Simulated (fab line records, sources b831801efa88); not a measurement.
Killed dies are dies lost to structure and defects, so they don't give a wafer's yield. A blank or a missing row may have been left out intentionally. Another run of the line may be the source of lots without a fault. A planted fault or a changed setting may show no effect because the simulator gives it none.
The tool behind it: which one? | flow gf180mcu | 36 wafers sampled from 12 lots at 1 step of a route of 602

== WHAT EACH GAUGE READ, for each wafer ==
GF_CONTACT_CD_MEAS_14: target cd 220 nm.
lot  | measured     | on       | cdNm (nm)
L075 | day 16 11:25 | cdSem-01 | 218.7 219.1 219.0
L077 | day 17 05:04 | cdSem-02 | 223.5 222.5 221.3
L079 | day 18 01:02 | cdSem-01 | 220.3 220.3 220.5
L081 | day 18 20:34 | cdSem-02 | 221.2 220.9 221.1
L083 | day 19 18:19 | cdSem-02 | 220.5 220.4 220.2
L085 | day 19 23:54 | cdSem-01 | 221.1 221.0 222.9
L087 | day 21 00:01 | cdSem-01 | 217.5 219.3 219.2
L089 | day 21 23:32 | cdSem-01 | 218.9 219.9 219.3
L091 | day 22 07:47 | cdSem-02 | 220.5 220.8 221.2
L094 | day 23 09:04 | cdSem-01 | 218.3 218.7 219.5
L095 | day 23 22:52 | cdSem-01 | 222.6 222.1 221.8
L097 | day 24 03:28 | cdSem-02 | 222.1 219.8 220.1

== TOOL THAT RAN EACH LOT (tool first, then ch and the chambers of the sampled wafers, then the start) ==
Before these readings, the record contains no process step.

== THE ANSWER, worked out from the rows above alone ==
Rule: the lots themselves supply what counts as usual. Put in order of their means at a reading, lots are off if they are a third of the lots or fewer, leave a main group of 4 or more, and stand apart from it by a gap of 3 or more times the standard deviation of the main group's means; of several such gaps the widest counts. Not used: any main group whose means are identical at the precision the tables above print for the reading. A lot without any number at a reading at which 4 lots or more have one is off too. The other lots that the step has rows for count as sound.
No lot is off on any of the readings shown, so nothing can be concluded from this.

== WHAT HAD BEEN PUT IN BY THE SIMULATOR ==
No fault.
